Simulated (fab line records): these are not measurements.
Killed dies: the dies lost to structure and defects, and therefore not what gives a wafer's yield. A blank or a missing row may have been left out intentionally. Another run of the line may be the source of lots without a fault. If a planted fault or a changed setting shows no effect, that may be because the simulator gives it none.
Chamber matching -- flow gf180mcu -- GF_PASSIVATION_CVD_02 on pecvd-02: 3 sister chambers
The step deposits Si3N4, target thk 700 nm, time 486.18 s. 3 wafers are shown with their chamber, then 9 later ones without.

## WAFERS WITH THEIR CHAMBER
wafer,chamber,heater-power-w (W)
L422.5,1,591
L425.5,0,603
L425.6,2,623

## WAFERS MISSING THEIR CHAMBER
wafer,heater-power-w (W)
L427.2,579
L427.5,600
L427.6,500
L428.3,598
L428.5,576
L428.6,625
L433.2,610
L433.3,634
L433.6,602

## THE CHAMBER EACH PASSED THROUGH
wafer,from the rows above,in truth
L427.2,can't be placed: 1 or 0 or 2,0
L427.5,can't be placed: 0 or 1 or 2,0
L427.6,can't be placed: 1 or 0 or 2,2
L428.3,can't be placed: 0 or 1 or 2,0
L428.5,can't be placed: 1 or 0 or 2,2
L428.6,can't be placed: 2 or 0 or 1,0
L433.2,can't be placed: 0 or 2 or 1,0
L433.3,can't be placed: 2 or 0 or 1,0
L433.6,can't be placed: 0 or 1 or 2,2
0 of 9 placed correctly. Cannot be placed on the basis of these rows: 9; the candidates contain the true chamber in 9. Placed wrongly: 0.
How it was worked out, from the rows above alone: a wafer's distance from a chamber is the root of the sum, over the readings, of the square of ((its reading less the chamber's mean) divided by the reading's scatter). If the next closest chamber is less than 2 further off than the closest, the wafer can't be placed; otherwise it belongs to the closest. Each chamber's mean is taken over the wafers shown for it. The scatter: root of mean squared gap, hidden wafer to nearest shown wafer, with one shown wafer a chamber.
